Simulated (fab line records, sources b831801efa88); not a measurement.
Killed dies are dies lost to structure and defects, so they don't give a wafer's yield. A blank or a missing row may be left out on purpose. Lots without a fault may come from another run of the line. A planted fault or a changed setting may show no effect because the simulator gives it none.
A struck lot beside a sound one | flow sfq_line | 41 steps out of a route of 325
Sound: wafers L947.1, L947.5, L947.6. Struck: wafers L945.3, L945.4, L945.5. The cause comes at the end.
At each step with rows: each side's tool, then ch and its chambers, then its first start. Under that, the readings that differ: sound wafers | struck wafers | difference of the means | sigmas: that difference in standard deviations of wafers without a fault.
alike: readings whose means differ by less than 2 such deviations, and words and numbers that are the same on both sides. not compared: withheld readings, readings that some wafer has no value for, bounds like >300 that may hide the same value, and numbers for which the record gives no deviation and whose values overlap.
The two part at a step that has a row with sigmas, a row that says differs or no value, or rows on one side only. Numbers that don't overlap but have no deviation are shown without sigmas and don't part them. A reading that every wafer of one side lacks parts them only if that side has two wafers or more.

first, 6 steps without rows for these wafers: SFQ_TRILAYER_M7_LITHO_COAT_182 (resist thk 62 nm); SFQ_TRILAYER_M7_LITHO_COAT_177 (resist thk 600 nm); SFQ_TRILAYER_M7_LITHO_SOFTBAKE_181; SFQ_TRILAYER_M7_LITHO_EXPOSE_178 (exposes mask M7, target cd 500 nm); SFQ_TRILAYER_M7_LITHO_PEB_180 (peb time 60 s); SFQ_TRILAYER_M7_LITHO_DEVELOP_179 (time 60 s).
SFQ_M7_OVL_MEAS_945:
  sound on overlay-01, day 86 20:10; struck on overlay-01, day 86 06:59
  alike: M7_OVL
SFQ_TRILAYER_M7_BARC_OPEN_METAL_ETCH_229: etches BARC in O2, target depth 125 nm, time 41.7 s.
  sound on rie_metal-02 ch 0,1, day 86 20:13; struck on rie_metal-02 ch 0,1, day 86 07:02
  alike: drypump_motor_current_A, oes_product_au
  not compared: rf_hours_counter_h
then, 1 step without rows for these wafers: SFQ_TRILAYER_M7_ETCH_METAL_ETCH_180 (etches Nb in Cl2/Ar, stops on SiO2, target depth 240 nm, time 120 s).
SFQ_TRILAYER_M7_STRIP_STRIP_181: strips in O2.
  sound on rie_metal-02 ch 0,1, day 86 20:24; struck on rie_metal-02 ch 0,1, day 86 07:24
  alike: drypump_motor_current_A, oes_product_au
  not compared: rf_hours_counter_h
then, 1 step without rows for these wafers: SFQ_TRILAYER_M7_STRIP_SOLV_CLEAN_182 (cleans in NMP, time 600 s).
SFQ_TRILAYER_I7_DEP_PECVD_183: deposits SiO2 from SiH4/N2O, time 111.11 s, target thk 500 nm.
  sound on pecvd-04 ch 0,1,2, day 86 21:11; struck on pecvd-04 ch 0,2, day 86 08:01
  no value came back on the struck wafers for chamber_pressure_Torr (Torr), heater_power_outer_w (W), heater_power_w (W), throttle_valve_pct (%); on the sound wafers chamber_pressure_Torr (Torr) reads 2.398 2.396 2.398
SFQ_TRILAYER_I7_CMP_CMP_184: polishes SiO2.
  sound on cmp-02 ch 1,2, day 86 23:38; struck on cmp-01 ch 1,2,3, day 86 12:17
  reading                | sound       | struck | difference                    | sigmas
  time_to_endpoint_s (s) | 217 222 227 | - - -  | no value on the struck wafers |
  alike: motor_current_A
SFQ_I7_BOW_MEAS_946:
  sound on film_metro-04, day 87 02:08; struck on film_metro-04, day 86 15:19
  alike: I7_BOW
SFQ_TRILAYER_I7_METRO_MEASURE_185:
  sound on film_metro-04, day 87 02:16; struck on film_metro-04, day 86 15:48
then, 6 steps without rows for these wafers: SFQ_TRILAYER_I7_VIA_LITHO_COAT_192 (resist thk 62 nm); SFQ_TRILAYER_I7_VIA_LITHO_COAT_187 (resist thk 650 nm); SFQ_TRILAYER_I7_VIA_LITHO_SOFTBAKE_191; SFQ_TRILAYER_I7_VIA_LITHO_EXPOSE_188 (exposes mask I7, target cd 1000 nm); SFQ_TRILAYER_I7_VIA_LITHO_PEB_190 (peb time 60 s); SFQ_TRILAYER_I7_VIA_LITHO_DEVELOP_189 (time 60 s).
-- the record jumps here: 3 days lie between the struck wafers' starts before and after --
SFQ_I7_OVL_MEAS_947:
  sound on overlay-01, day 90 14:14; struck on overlay-01, day 90 02:05
  alike: I7_OVL
SFQ_TRILAYER_I7_VIA_BARC_OPEN_VIA_ETCH_260: etches BARC in O2, target depth 125 nm, time 41.7 s.
  sound on rie_diel-03 ch 0,2,3, day 90 14:17; struck on rie_diel-02 ch 1,3, day 90 02:07
  alike: drypump_motor_current_A, oes_product_au
  not compared: rf_hours_counter_h
SFQ_TRILAYER_I7_VIA_ETCH_VIA_ETCH_190: etches SiO2 in CHF3, stops on Nb, target depth 260 nm.
  sound on rie_diel-03 ch 0,2,3, day 90 14:19; struck on rie_diel-02 ch 1,3, day 90 02:09
  reading                  | sound             | struck            | difference | sigmas
  oes_product_au (a.u.)    | 0.855 0.858 0.852 | 0.381 0.381 0.378 | -0.475     | -85
  model.etch.depth_nm (nm) | 200.7 199.3 200.2 | 0 0 0             | -200       |
  alike: drypump_motor_current_A
SFQ_TRILAYER_I7_VIA_STRIP_STRIP_191: strips in O2.
  sound on rie_metal-04 ch 0,1, day 90 14:26; struck on rie_metal-03 ch 0,1, day 90 02:28
  reading                     | sound       | struck      | difference | sigmas
  drypump_motor_current_A (A) | 6.2 6.2 6.1 | 5.4 5.3 5.3 | -0.8       | -2
  alike: oes_product_au
  not compared: rf_hours_counter_h
then, 5 steps without rows for these wafers: SFQ_TRILAYER_I7_VIA_STRIP_SOLV_CLEAN_192 (cleans in NMP, time 600 s); SFQ_TRILAYER_M8_LITHO_LOR_COAT_197; SFQ_TRILAYER_M8_LITHO_LOR_BAKE_198; SFQ_TRILAYER_M8_LITHO_COAT_193 (resist thk 600 nm); SFQ_TRILAYER_M8_LITHO_SOFTBAKE_199.
SFQ_TRILAYER_M8_LITHO_EXPOSE_194: exposes mask M8, target cd 2000 nm.
  sound on krf_scanner-01 ch 0, day 93 08:22; struck on krf_scanner-01, day 90 04:44
  no value came back on the struck wafers for exposure_dose_mJ_cm2, focus_offset_nm (nm); on the sound wafers exposure_dose_mJ_cm2 reads 14.411 14.410 14.415
  alike: mask
then, 2 steps without rows for these wafers: SFQ_TRILAYER_M8_LITHO_PEB_196 (peb time 60 s); SFQ_TRILAYER_M8_LITHO_DEVELOP_195 (img clear 15 s, time 55 s).
SFQ_M8_OVL_MEAS_948:
  sound on overlay-02, day 93 09:51; struck on overlay-01, day 90 05:51
  reading     | sound      | struck | difference                    | sigmas
  M8_OVL (nm) | -7 -11 -16 | - - -  | no value on the struck wafers |
then, 3 steps without rows for these wafers: SFQ_TRILAYER_M8_DEP_EVAP_197 (material Ti, target thk 20 nm, time 100 s); SFQ_TRILAYER_M8_DEP_EVAP_198 (material Pt, target thk 50 nm, time 250 s); SFQ_TRILAYER_M8_DEP_EVAP_196 (material Au, target thk 180 nm, time 900 s).
SFQ_M8_RS_MEAS_949: measures by four-point-probe.
  sound on film_metro-01, day 93 10:38; struck on film_metro-01, day 90 06:39
  alike: M8_AU_RS
SFQ_M8_THK_MEAS_950: measures by xrf.
  sound on film_metro-01, day 93 10:46; struck on film_metro-01, day 90 06:45
  alike: M8_AU_THK
then, 1 step without rows for these wafers: SFQ_TRILAYER_M8_LIFTOFF_LIFTOFF_197 (chemistry NMP, time 600 s).
SFQ_M8_BOW_MEAS_951:
  sound on film_metro-04, day 93 10:59; struck on film_metro-03, day 90 07:01
  reading                 | sound               | struck            | difference | sigmas
  model.etest.m8.ohm_sq   | 0.154 0.1515 0.1542 | 1e+06 1e+06 1e+06 | +1e+06     |
  model.etest.i7.link_ohm | 1.054 1.041 1.042   | 1e+06 1e+06 1e+06 | +1e+06     |
  alike: M8_BOW

WHERE THEY PART
First at SFQ_TRILAYER_I7_DEP_PECVD_183; last, within this record, at SFQ_M8_OVL_MEAS_948. Later steps at which nothing parts them and some readings are alike: SFQ_M8_RS_MEAS_949, SFQ_M8_THK_MEAS_950, SFQ_M8_BOW_MEAS_951.

WHY: what the simulator had put in
Skipped step whole: pecvd-04, from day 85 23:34 on, at SFQ_TRILAYER_I7_DEP_PECVD_183. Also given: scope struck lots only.
